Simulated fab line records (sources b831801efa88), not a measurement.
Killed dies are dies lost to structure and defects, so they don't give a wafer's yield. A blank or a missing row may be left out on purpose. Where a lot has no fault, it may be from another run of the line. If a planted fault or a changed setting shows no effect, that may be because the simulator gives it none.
2 desks looking at one fault | flow gf180mcu | numbers are kept per desk, each desk with only its own; the story behind them comes last

== THE METROLOGY DESK ==
What the gauges read, lot by lot, whatever tool the lot ran on: means of the sampled wafers that have a number. The brackets show how far a lot's mean lies from the usual mean; more than 4 standard deviations puts the lot out of limits, marked OUT.
Columns: A = VT_IMPLANT_02_OVL at GF_VT_IMPLANT_OVL_MEAS_29, usual 0.3 nm; B = MVSD_RS at GF_VT_IMPLANT_RS_MEAS_46, usual 456.5 ohm/sq; C = SAB_CVD_00_THK at GF_SAB_THK_MEAS_01, usual 50.1 nm
lot  | first seen here | A    | B     | C
L510 | day 6 18:48     | -0.2 | 456.3 | 49.9
L511 | day 7 03:08     | 0.5  | 456.2 | 50.3
L512 | day 7 10:12     | 0.4  | 456.0 | 49.5
L514 | day 7 21:50     | -0.8 | 455.8 | 49.6
L515 | day 8 06:52     | 0.2  | 458.0 | 49.2
L516 | day 8 14:10     | 1.4  | 457.4 | 40.5 (-15) OUT
L517 | day 8 17:28     | 0.4  | 456.6 | 31.4 (-29) OUT
L520 | day 9 13:47     | -0.9 | 456.4 | 49.6
L527 | day 11 10:57    | 0.6  | 455.3 | 50.3
L528 | day 11 14:35    | 1.2  | 456.0 | 49.8
L529 | day 12 05:26    | 0.3  | 457.0 | 50.2
L530 | day 12 11:44    | -0.0 | 457.5 | 49.7
L532 | day 12 20:35    | -0.2 | 457.3 | 50.6
L533 | day 13 04:05    | 1.8  | 456.0 | 50.1
Finding of this desk: L516, L517 out of limits, first seen on L516 at day 16 08:50 (SAB_CVD_00_THK at GF_SAB_THK_MEAS_01). Within limits: L510, L511, L512, L514, L515, L520, L527, L528, L529, L530, L532, L533.

== AT THE TOOL OWNER'S DESK: pecvd-02 ==
The tool's own readings at GF_SAB_CVD_00 (deposits SiO2 from TEOS, target thk 50 nm, time 4.9302 s): means of the sampled wafers that have a number, for each lot that ran on this tool. The brackets show how far a lot's mean lies from the usual mean; more than 4 standard deviations puts the lot out of limits, marked OUT.
Columns: A = heater_power_w at GF_SAB_CVD_00, usual 695 W
lot  | first seen here | A
L512 | day 14 23:12    | 690
L514 | day 15 13:37    | 595
L515 | day 15 23:37    | 782
L516 | day 16 08:45    | 671
L517 | day 16 13:00    | 716
L527 | day 20 09:32    | 631
L529 | day 21 11:18    | 722
L530 | day 21 14:40    | 597
L532 | day 21 21:29    | 645
Result from this desk: across the 9 lots, nothing is out of limits.

== BROUGHT TOGETHER ==
On L516, L517, the metrology desk was in a position to raise an alarm at day 16 08:50.
The tool owner's desk saw nothing out of limits.
On record at the tool owner's desk: L516, L517, within its limits.
All the named lots went through GF_SAB_CVD_00 on pecvd-02.

== WHAT HAD BEEN PUT IN BY THE SIMULATOR ==
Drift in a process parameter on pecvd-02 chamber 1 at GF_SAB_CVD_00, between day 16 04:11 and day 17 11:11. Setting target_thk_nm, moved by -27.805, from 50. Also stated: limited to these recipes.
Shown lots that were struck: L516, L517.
Hours from the fault's start to each desk's first reading out of limits: the metrology desk, 5.
